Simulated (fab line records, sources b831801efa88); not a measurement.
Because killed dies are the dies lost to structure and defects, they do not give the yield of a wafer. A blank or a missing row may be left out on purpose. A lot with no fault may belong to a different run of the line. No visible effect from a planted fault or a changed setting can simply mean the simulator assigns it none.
fab line records | flow sky130
record: lots: 5 wafers: 15 last-day: 50
route steps=708 shown VT_ADJUST_LVTN@110 VT_ADJUST_NCORE@119 PAD_OPEN@708
lots that met no fault: taken from a fault-free run of the same line
start-h: hours from the record's first day to the start of the lot's first wafer shown | wait-h: hours elapsed since this lot's preceding step | " the same as in the row above | L1.1+2: one row covering several wafers at once | - value missing, or start not given | * or withheld: withheld | < > ~ a bound
route shown NAME@n: names a module that has steps shown in the file, with the first one's number in the route | usual: the fault-free wafers' mean and standard deviation | same: alike in all rows | chamber/n: place in a boat | sites: the reading at each site | _std_site: the values' standard deviation | _edge_site: inner sites' mean taken away from outer sites' mean | radius-mm: for every site, how far away it sits from the centre of the wafer | mask NAME#n: copy n | behind: tool/chamber where the wafer was last shaped | hold: why the lot was held/for how many hours/how that ended | device: the n, p or np transistor that did not switch | end of line: tests of these same wafers at the route's end | a step with no rows: only its recipe | killed: the dies lost at the first sort to structure and to defects; this is not the yield of the wafer | map: a wafer's dies, marking killed ones x, the rest . and places with no die _
set.NAME: the run value of the setting; set.NAME@STEP: its run value at that earlier step | model.NAME: the simulator's own value behind a step, which no gauge read
a table for each step, a row for each wafer; lots at some steps of the route
services: a tool's chamber out of use, with start hour (start-h, from the record's first day; less than 0 if before it), hours out, and reason
== steps ==
step: SKY_VT_ADJUST_LVTN_COAT_13
recipe: resist: NOVOLAK spin-rpm: 3000 resist-thk-nm: 1140
step: SKY_VT_ADJUST_LVTN_SOFTBAKE_14
recipe: temp-c: 90 time-s: 60 resist: NOVOLAK
step: SKY_VT_ADJUST_LVTN_EXPOSE_15
recipe: mask-id: HVN_STD_DERIVED na: 0.6 source-shape: conventional sigma-outer: 0.6 polarization: unpolarized target-cd-nm: 600 dose-mj: 163
step: SKY_VT_ADJUST_LVTN_PEB_16
recipe: temp-c: withheld time-s: * resist: NOVOLAK
step: SKY_VT_ADJUST_LVTN_DEVELOP_17
recipe: resist: NOVOLAK developer: TMAH develop-time-s: 60 dev-temp-c: 23
step: SKY_VT_ADJUST_LVTN_OVL_MEAS_18
usual: VT_ADJUST_LVTN_01_OVL: -0.6/1.5
columns lot.wafer tool chamber start-h wait-h VT_ADJUST_LVTN_01_OVL[nm]
L792.3 overlay-02 - 242.17 0.1 2.2
L792.4 " - " " 1.8
L792.6 " - " " 2.2
L795.2 overlay-01 - 263.61 0.1 -1.6
L795.4 " - " " -2.9
L795.6 " - " " -2.5
L798.1 overlay-01 - 272.22 0.1 -2.7
L798.3 " - " " -3.0
L798.4 " - " " -2.8
L804.2 overlay-01 - 313.06 0.1 -0.2
L804.4 " - " " 0.2
L804.6 " - " " -0.9
L805.2 overlay-02 - 316.56 0.1 1.3
L805.4 " - " " 0.4
L805.6 " - " " 0.4
step: SKY_VT_ADJUST_LVTN_IMPLANT_19
recipe: species: B energy-kev: 30 dose-cm2: 6.5e+11 tilt-deg: withheld
step: SKY_VT_ADJUST_LVTN_STRIP_20
recipe: chemistry: O2/N2 power-w: 1400 pressure-mtorr: 1500 platen-temp-c: withheld o2-flow-sccm: 3000 n2-flow-sccm: 300 overash-fraction: 0.5
usual: drypump-motor-current-A: 5.7/0.35 oes-product-au: 0.715/0.004 strip-time-to-endpoint-s: 14.18/0.039
columns lot.wafer tool chamber start-h wait-h drypump-motor-current-A oes-product-au rf-hours-counter-h strip-time-to-endpoint-s
L792.3 plasma-asher-03 0 242.38 0.1 6.2 0.716 - 14.24
L792.4 " 1 " " 5.9 0.715 - 14.22
L792.6 " 1 " " 5.9 0.713 - 14.16
L795.2 plasma-asher-03 1 263.79 0.1 5.9 0.713 44 14.21
L795.4 " 0 " " 6.2 0.714 - 14.21
L795.6 " 1 " " 5.9 0.716 - 14.22
L798.1 plasma-asher-03 1 272.41 0.1 5.9 0.720 45 14.17
L798.3 " 1 " " 5.9 0.717 - 14.20
L798.4 " 0 " " 6.2 0.718 - 14.19
L804.2 plasma-asher-03 1 313.24 0.1 5.9 0.714 48 14.13
L804.4 " 0 " " 6.2 0.716 - 14.09
L804.6 " 0 " " 6.2 0.707 - 14.17
L805.2 plasma-asher-04 1 316.74 0.1 5.8 0.718 64 14.11
L805.4 " 1 " " 5.8 0.715 - 14.14
L805.6 " 1 " " 5.8 0.717 - 14.08
step: SKY_VT_ADJUST_LVTN_TW_MEAS_21
usual: VT_ADJUST_LVTN_2_TW: 189.2/0.78
columns lot.wafer tool chamber start-h wait-h VT_ADJUST_LVTN_2_TW
L792.3 film-metro-04 - 242.46 0.1 187.8
L792.4 " - " " 188.2
L792.6 " - " " 187.7
L795.2 film-metro-01 - 263.90 0.1 188.4
L795.4 " - " " 189.5
L795.6 " - " " 187.9
L798.1 film-metro-01 - 272.51 0.1 189.3
L798.3 " - " " 188.8
L798.4 " - " " 189.6
L804.2 film-metro-03 - 313.35 0.1 191.5
L804.4 " - " " 188.8
L804.6 " - " " 189.3
L805.2 film-metro-01 - 316.87 0.1 189.8
L805.4 " - " " 189.1
L805.6 " - " " 189.7
step: SKY_VT_ADJUST_NCORE_DEHYDRATE_00
recipe: temp-c: 200 time-s: 60
step: SKY_VT_ADJUST_NCORE_HMDS_01
recipe: prime-time-s: 60 prime-temp-c: 120
step: SKY_VT_ADJUST_NCORE_COAT_02
recipe: resist: NOVOLAK spin-rpm: 3000 resist-thk-nm: 1140
step: SKY_VT_ADJUST_NCORE_SOFTBAKE_03
recipe: temp-c: 90 time-s: 60 resist: NOVOLAK
usual: heater-power-total-W: 56.59/0.046 run-length-s: 89.19/0.15
columns lot.wafer tool chamber start-h wait-h heater-power-total-W run-length-s
L792.3 litho-track-01 0 253.96 0.1 56.58 89.55
L792.4 " 0 " " 56.56 89.23
L792.6 " 0 " " 56.56 89.40
L795.2 litho-track-01 0 275.13 0.1 56.55 89.22
L795.4 " 0 " " 56.57 89.42
L795.6 " 0 " " 56.62 89.40
L798.1 litho-track-01 0 284.51 0.1 61.65 76.08
L798.3 " 0 " " 61.58 76.22
L798.4 " 0 " " 56.54 89.41
L804.2 litho-track-03 0 326.27 0.1 56.66 89.24
L804.4 " 0 " " 56.59 88.98
L804.6 " 0 " " 56.58 89.00
L805.2 litho-track-03 0 329.82 0.1 56.70 89.06
L805.4 " 0 " " 56.65 89.34
L805.6 " 0 " " 56.66 88.99
step: SKY_VT_ADJUST_NCORE_EXPOSE_04
recipe: mask-id: LVTN_COMPLEMENT_THIN na: 0.6 source-shape: conventional sigma-outer: 0.6 polarization: unpolarized target-cd-nm: 380 dose-mj: 139
step: SKY_PAD_OPEN_PROBE_99
usual: killed_at_M0_to_M3: 43/7.8 killed_at_M4_up: 3.2/1.7 killed-at-contacts: 24/5.2 killed-at-front-end: 15/4.5 killed-at-other: 0.4/0.65 killed-dies: 87/9.1 killed-on-rim: 17/3.5 killed-open: 47/7.3 killed-short: 40/6.5
same: gross-dies: 492 killed-at-back-side: 0
columns lot.wafer tool chamber start-h wait-h killed_at_M0_to_M3 killed_at_M4_up killed-at-contacts killed-at-front-end killed-at-other killed-dies killed-on-rim killed-open killed-short
L792.3 prober-01 - 1144.13 0.2 50 1 28 16 1 96 25 54 42
L792.4 prober-01 - 1144.18 0.2 48 1 19 20 0 88 18 50 38
L792.6 prober-01 - 1144.28 0.2 42 6 15 10 0 73 12 41 32
L795.2 prober-02 - 1161.97 0.1 54 3 23 15 0 95 27 42 53
L795.4 prober-02 - 1162.07 0.2 49 4 25 9 0 87 17 48 39
L795.6 prober-02 - 1162.17 0.2 45 5 22 16 0 88 17 42 46
L798.1 prober-01 - 1169.18 0.1 44 3 27 15 0 89 13 53 36
L798.3 prober-01 - 1169.28 0.2 43 5 23 19 0 90 20 45 45
L798.4 prober-01 - 1169.33 0.2 54 1 22 18 0 95 10 45 50
L804.2 prober-01 - 1194.21 0.1 51 1 21 16 0 89 18 58 31
L804.4 prober-01 - 1194.31 0.2 54 3 22 17 0 96 15 57 39
L804.6 prober-01 - 1194.41 0.2 53 5 30 14 0 102 19 49 53
L805.2 prober-02 - 1197.22 0.1 30 0 31 17 0 78 20 40 38
L805.4 prober-02 - 1197.32 0.2 44 4 27 14 2 91 15 45 46
L805.6 prober-02 - 1197.42 0.2 35 0 26 10 0 71 13 43 28
killed by level:class
L792.3 VIA1:geometric-particle:open=17 LI_CONTACT:geometric-particle:open=9 POLY_GATE:geometric-particle:open=6 CONTACT:geometric-particle:short=6 METAL2:geometric-particle:short=6 CONTACT:geometric-particle:open=6 VIA3:geometric-particle:open=6 LOCAL_INTERCONNECT:geometric-particle:short=5
L792.4 VIA1:geometric-particle:open=17 CONTACT:geometric-particle:open=11 FIELD_ISO:geometric-particle:open=6 POLY_GATE:geometric-particle:short=5 METAL2:geometric-particle:short=5 METAL1:geometric-particle:short=5 POLY_GATE:geometric-particle:open=4 VIA2:geometric-particle:short=4
L792.6 METAL1:geometric-particle:short=8 VIA3:geometric-particle:open=8 LI_CONTACT:geometric-particle:open=7 FIELD_ISO:geometric-particle:open=5 CONTACT:geometric-particle:open=5 VIA1:geometric-particle:open=5 METAL2:geometric-particle:short=5 METAL4:geometric-particle:short=5
L795.2 METAL2:geometric-particle:short=15 CONTACT:geometric-particle:open=9 METAL1:geometric-particle:short=7 VIA3:geometric-particle:open=7 FIELD_ISO:geometric-particle:open=6 VIA2:geometric-particle:open=5 VIA1:geometric-particle:open=5 FIELD_ISO:geometric-particle:short=4
L795.4 VIA1:geometric-particle:open=13 CONTACT:geometric-particle:open=11 METAL2:geometric-particle:short=8 VIA1:geometric-particle:short=7 LI_CONTACT:geometric-particle:open=6 VIA2:geometric-particle:open=5 VIA3:geometric-particle:short=4 VIA3:geometric-particle:open=4
L795.6 VIA1:geometric-particle:open=11 CONTACT:geometric-particle:open=8 METAL2:geometric-particle:short=7 FIELD_ISO:geometric-particle:short=6 VIA2:geometric-particle:open=6 VIA3:geometric-particle:open=5 METAL4:geometric-particle:short=5 POLY_GATE:geometric-particle:short=4
L798.1 VIA1:geometric-particle:open=13 VIA2:geometric-particle:open=11 CONTACT:geometric-particle:open=9 FIELD_ISO:geometric-particle:short=6 LI_CONTACT:geometric-particle:open=6 VIA1:geometric-particle:short=6 CONTACT:geometric-particle:short=5 VIA3:geometric-particle:open=4
L798.3 VIA1:geometric-particle:open=14 CONTACT:geometric-particle:open=8 METAL2:geometric-particle:short=8 CONTACT:geometric-particle:short=6 LI_CONTACT:geometric-particle:open=5 VIA3:geometric-particle:open=5 VIA1:geometric-particle:short=5 VIA3:geometric-particle:short=5
L798.4 CONTACT:geometric-particle:open=11 METAL2:geometric-particle:short=11 VIA1:geometric-particle:short=9 VIA3:geometric-particle:open=8 FIELD_ISO:geometric-particle:open=6 METAL1:geometric-particle:short=6 VIA1:geometric-particle:open=6 VIA2:geometric-particle:open=5
L804.2 METAL1:geometric-particle:short=10 VIA1:geometric-particle:open=9 VIA3:geometric-particle:open=9 VIA2:geometric-particle:open=8 CONTACT:geometric-particle:open=8 POLY_GATE:geometric-particle:open=5 LI_CONTACT:geometric-particle:open=5 LOCAL_INTERCONNECT:geometric-particle:short=4
L804.4 VIA1:geometric-particle:open=12 VIA3:geometric-particle:open=9 LOCAL_INTERCONNECT:geometric-particle:short=8 VIA2:geometric-particle:open=8 METAL1:geometric-particle:short=7 LI_CONTACT:geometric-particle:open=6 METAL1:geometric-particle:open=5 VIA1:geometric-particle:short=5
L804.6 CONTACT:geometric-particle:open=11 VIA1:geometric-particle:open=10 CONTACT:geometric-particle:short=9 VIA3:geometric-particle:short=8 METAL1:geometric-particle:short=7 VIA3:geometric-particle:open=7 FIELD_ISO:geometric-particle:short=5 METAL2:geometric-particle:short=5
L805.2 LI_CONTACT:geometric-particle:open=11 CONTACT:geometric-particle:open=9 LI_CONTACT:geometric-particle:short=5 VIA1:geometric-particle:short=5 POLY_GATE:geometric-particle:open=4 POLY_GATE:geometric-particle:short=4 METAL1:geometric-particle:short=4 FIELD_ISO:geometric-particle:open=3
L805.4 VIA1:geometric-particle:open=9 LI_CONTACT:geometric-particle:open=8 CONTACT:geometric-particle:open=8 METAL3:geometric-particle:short=7 POLY_GATE:geometric-particle:short=6 LI_CONTACT:geometric-particle:short=5 METAL2:geometric-particle:short=5 POLY_GATE:geometric-particle:open=4
L805.6 CONTACT:geometric-particle:open=14 VIA2:geometric-particle:open=8 VIA3:geometric-particle:open=6 FIELD_ISO:geometric-particle:short=5 CONTACT:geometric-particle:short=5 LI_CONTACT:geometric-particle:open=4 VIA1:geometric-particle:open=4 METAL2:geometric-particle:short=4
== services ==
columns tool chamber start-h hours kind
plasma-asher-04 - 270.77 15.6 pm
plasma-asher-03 - 289.41 14.6 pm
== key ==
first-sign: step: SKY_VT_ADJUST_NCORE_SOFTBAKE_03 reading: heater-power-total-W direction: up sigmas: 99+ usual: * struck: *
effect: step: SKY_VT_ADJUST_NCORE_SOFTBAKE_03 reading: run-length-s direction: down sigmas: 90 usual: * struck: *
met-at SKY_VT_ADJUST_NCORE_SOFTBAKE_03
struck-wafers L798.1,L798.3
tester-left-out L798
onset-between 275.13 284.51
fault: kind: process-parameter-drift tool: litho-track-01 chamber: - onset-h: 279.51 steps: SKY_VT_ADJUST_NCORE_SOFTBAKE_03 channel: time-s offset: * shape: step end-h: 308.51 scope: struck-wafers-only acts-in: * stated: *
tester-left-out: of these lots the tester's yield and bins aren't shown, on N5 and GAA mostly nor the transistor test; their killed dies are dies lost to structure and defects alone, not to doping, threshold or leakage, so they don't give the yield
